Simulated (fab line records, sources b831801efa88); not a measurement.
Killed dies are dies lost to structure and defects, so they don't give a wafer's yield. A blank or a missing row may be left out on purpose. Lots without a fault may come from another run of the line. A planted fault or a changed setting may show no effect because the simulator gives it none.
Which tool did it? | flow gf180mcu | 14 lots, 39 wafers sampled, at 6 steps of a route of 602

WHAT THE GAUGES READ, wafer by wafer
GF_NSD_OVL_MEAS_08.
lot  | measured     | on         | NSD_OVL (nm)
L260 | day 13 02:25 | overlay-02 | -0.9 -3.8 -3.4
L261 | day 13 15:29 | overlay-02 | 0.0 0.1 -2.8
L263 | day 14 01:11 | overlay-01 | -1.2 0.3 1.1
L265 | day 14 18:46 | overlay-02 | -0.5 0.2 1.2
L268 | day 16 01:38 | overlay-01 | 0.1 0.5
L270 | day 17 01:11 | overlay-02 | -2.0 -0.3
L272 | day 17 07:46 | overlay-01 | 0.5 0.4
L274 | day 18 01:56 | overlay-01 | 0.0 -0.6 1.0
L275 | day 18 08:35 | overlay-01 | 1.0 2.3 0.8
L278 | day 19 12:07 | overlay-02 | -1.5 -2.1 -2.0
L279 | day 19 17:07 | overlay-02 | -1.3 -3.0 -3.0
L280 | day 20 10:47 | overlay-02 | -1.0 0.6 -1.0
L281 | day 20 17:01 | overlay-01 | 0.4 -0.3 1.3
L282 | day 21 02:37 | overlay-02 | 0.7 -1.7 -1.9

GF_NSD_TW_MEAS_12.
lot  | measured     | on            | NSD_TW
L260 | day 13 02:51 | film_metro-01 | 4259 4267 4255
L261 | day 13 15:55 | film_metro-04 | 4287 4302 4313
L263 | day 14 01:37 | film_metro-02 | 4301 4294 4300
L265 | day 14 19:13 | film_metro-02 | 4312 4319 4290
L268 | day 16 02:05 | film_metro-02 | 4333 4323
L270 | day 17 01:37 | film_metro-01 | 4251 4279
L272 | day 17 08:13 | film_metro-02 | 4336 4336
L274 | day 18 02:22 | film_metro-04 | 4299 4309 4284
L275 | day 18 09:02 | film_metro-01 | 4262 4281 4283
L278 | day 19 12:34 | film_metro-01 | 4276 4241 4253
L279 | day 19 17:34 | film_metro-04 | 4288 4307 4289
L280 | day 20 11:14 | film_metro-04 | 4249 4271 4262
L281 | day 20 17:27 | film_metro-04 | 4269 4261 4298
L282 | day 21 03:04 | film_metro-04 | 4297 4287 4276

GF_PSD_RS_MEAS_14: measures by four-point-probe.
lot  | measured     | on            | NSD_RS (ohm/sq)
L260 | day 13 23:17 | film_metro-02 | 46.12 46.12 46.07
L261 | day 14 13:19 | film_metro-02 | 46.11 46.14 46.09
L263 | day 14 22:09 | film_metro-02 | 46.04 46.06 45.98
L265 | day 15 17:31 | film_metro-02 | 46.02 46.07 46.19
L268 | day 17 01:23 | film_metro-04 | 46.17 44.61
L270 | day 18 01:15 | film_metro-02 | 44.60 46.11
L272 | day 18 08:34 | film_metro-01 | 46.03 44.53
L274 | day 19 02:08 | film_metro-04 | 46.29 46.29 46.28
L275 | day 19 10:14 | film_metro-04 | 46.18 46.11 46.21
L278 | day 20 13:13 | film_metro-04 | 46.27 46.22 46.23
L279 | day 20 17:50 | film_metro-01 | 45.91 46.06 46.04
L280 | day 21 11:04 | film_metro-01 | 46.04 46.02 46.10
L281 | day 21 17:48 | film_metro-04 | 46.37 46.22 46.28
L282 | day 22 03:11 | film_metro-01 | 46.12 46.09 46.17

GF_PSD_RS_MEAS_15: measures by four-point-probe.
lot  | measured     | on            | PSD_RS (ohm/sq)
L260 | day 13 23:25 | film_metro-02 | 108.3 108.0 108.3
L261 | day 14 13:26 | film_metro-02 | 108.7 108.4 108.7
L263 | day 14 22:16 | film_metro-02 | 108.3 108.2 108.3
L265 | day 15 17:38 | film_metro-02 | 108.1 108.0 108.2
L268 | day 17 01:30 | film_metro-04 | 108.7 105.4
L270 | day 18 01:22 | film_metro-02 | 105.4 108.8
L272 | day 18 08:41 | film_metro-01 | 108.0 104.6
L274 | day 19 02:15 | film_metro-04 | 109.0 109.1 109.1
L275 | day 19 10:21 | film_metro-04 | 108.9 108.8 109.0
L278 | day 20 13:20 | film_metro-04 | 108.6 108.9 108.8
L279 | day 20 17:57 | film_metro-01 | 108.4 108.3 108.5
L280 | day 21 11:11 | film_metro-01 | 108.4 108.5 108.8
L281 | day 21 17:55 | film_metro-04 | 108.8 108.7 108.6
L282 | day 22 03:18 | film_metro-01 | 108.3 108.6 108.7

WHICH TOOL RAN EACH LOT (tool, then ch and the chambers of the sampled wafers, then the start)
lot  | GF_HV_LDD_RTA_52                 | GF_PSD_RTA_13
L260 | rtp_anneal-02 ch 0, day 12 04:37 | rtp_anneal-02 ch 0, day 13 23:13
L261 | rtp_anneal-02 ch 0, day 12 16:16 | rtp_anneal-01 ch 0, day 14 13:13
L263 | rtp_anneal-01 ch 0, day 13 02:13 | rtp_anneal-02 ch 0, day 14 22:04
L265 | rtp_anneal-02 ch 0, day 13 19:43 | rtp_anneal-02 ch 0, day 15 17:25
L268 | rtp_anneal-01 ch 0, day 15 01:22 | rtp_anneal-02 ch 0, day 17 01:18
L270 | rtp_anneal-02 ch 0, day 15 23:28 | rtp_anneal-02 ch 0, day 18 01:10
L272 | rtp_anneal-01 ch 0, day 16 06:07 | rtp_anneal-02 ch 0, day 18 08:28
L274 | rtp_anneal-01 ch 0, day 16 22:44 | rtp_anneal-01 ch 0, day 19 02:02
L275 | rtp_anneal-02 ch 0, day 17 06:22 | rtp_anneal-01 ch 0, day 19 10:08
L278 | rtp_anneal-01 ch 0, day 18 08:46 | rtp_anneal-02 ch 0, day 20 13:07
L279 | rtp_anneal-01 ch 0, day 18 13:08 | rtp_anneal-02 ch 0, day 20 17:44
L280 | rtp_anneal-02 ch 0, day 19 07:17 | rtp_anneal-02 ch 0, day 21 10:58
L281 | rtp_anneal-02 ch 0, day 19 14:22 | rtp_anneal-01 ch 0, day 21 17:43
L282 | rtp_anneal-01 ch 0, day 19 22:58 | rtp_anneal-02 ch 0, day 22 03:05
- GF_HV_LDD_RTA_52: time 10 s.
- GF_PSD_RTA_13: time 20 s.

WHAT THE TOOLS THEMSELVES READ (means of the sampled wafers that have a number; where no wafer has one, the mark that the record gives instead)
GF_HV_LDD_RTA_52.
lot  | tool          | lamp_power_pct (%) | wafer_temp_C_max
L260 | rtp_anneal-02 | 41                 | 1005.5
L261 | rtp_anneal-02 | 41                 | 1005.1
L263 | rtp_anneal-01 | 32                 | 1003.6
L265 | rtp_anneal-02 | 41                 | 1005.5
L268 | rtp_anneal-01 | 32                 | 1003.1
L270 | rtp_anneal-02 | 41                 | 1004.1
L272 | rtp_anneal-01 | 32                 | 1004.1
L274 | rtp_anneal-01 | 32                 | 1002.6
L275 | rtp_anneal-02 | 41                 | 1004.6
L278 | rtp_anneal-01 | 32                 | 1003.5
L279 | rtp_anneal-01 | 32                 | 1003.2
L280 | rtp_anneal-02 | 41                 | 1004.7
L281 | rtp_anneal-02 | 41                 | 1004.9
L282 | rtp_anneal-01 | 32                 | 1003.6

GF_PSD_RTA_13.
lot  | tool          | lamp_power_pct (%) | run_length_s (s) | wafer_temp_C_max
L260 | rtp_anneal-02 | 43                 | 49.18            | 1029.4
L261 | rtp_anneal-01 | 33                 | 48.78            | 1029.4
L263 | rtp_anneal-02 | 43                 | 49.21            | 1030.1
L265 | rtp_anneal-02 | 43                 | 49.06            | 1030.0
L268 | rtp_anneal-02 | 43                 | 52.61            | 1030.0
L270 | rtp_anneal-02 | 43                 | 52.71            | 1030.4
L272 | rtp_anneal-02 | 43                 | 52.64            | 1029.2
L274 | rtp_anneal-01 | 33                 | 48.67            | 1028.6
L275 | rtp_anneal-01 | 33                 | 48.68            | 1029.4
L278 | rtp_anneal-02 | 43                 | 49.01            | 1029.5
L279 | rtp_anneal-02 | 43                 | 49.17            | 1029.7
L280 | rtp_anneal-02 | 43                 | 49.26            | 1029.8
L281 | rtp_anneal-01 | 33                 | 48.76            | 1028.5
L282 | rtp_anneal-02 | 43                 | 49.01            | 1029.1

THE ANSWER, worked out from the rows above alone
Rule: what is usual is taken from the lots themselves. Put in order of their means at a reading, lots are off if they are a third of the lots or fewer, leave a main group of 4 or more, and stand apart from it by a gap of 3 or more times the standard deviation of the main group's means; of several such gaps the widest counts. A main group whose means are all the same, to the digits that the tables above print for the reading, isn't used. A lot without any number at a reading at which 4 lots or more have one is off too. The other lots that the step has rows for count as sound. The gauges are gone through in route order, then the tools' own readings, and for those a lot's mean is taken as printed above. The first step at which some lot is off is used, and at that step the reading that is off furthest; a lot without a number counts as furthest.
Off: L268, L270, L272, at GF_PSD_RS_MEAS_14 (NSD_RS). The main group: mean 46.14 ohm/sq, standard deviation 0.094.
A tool fits if, at a process step before that reading, it ran every lot that is off, and no sound lot after the first of them. The gauges at GF_PSD_RS_MEAS_14 aren't tried: what is off there is off at GF_PSD_RTA_13 too, on other tools, and a gauge's error can't cause that. None of those tried fits.

WHAT THE SIMULATOR HAD PUT IN
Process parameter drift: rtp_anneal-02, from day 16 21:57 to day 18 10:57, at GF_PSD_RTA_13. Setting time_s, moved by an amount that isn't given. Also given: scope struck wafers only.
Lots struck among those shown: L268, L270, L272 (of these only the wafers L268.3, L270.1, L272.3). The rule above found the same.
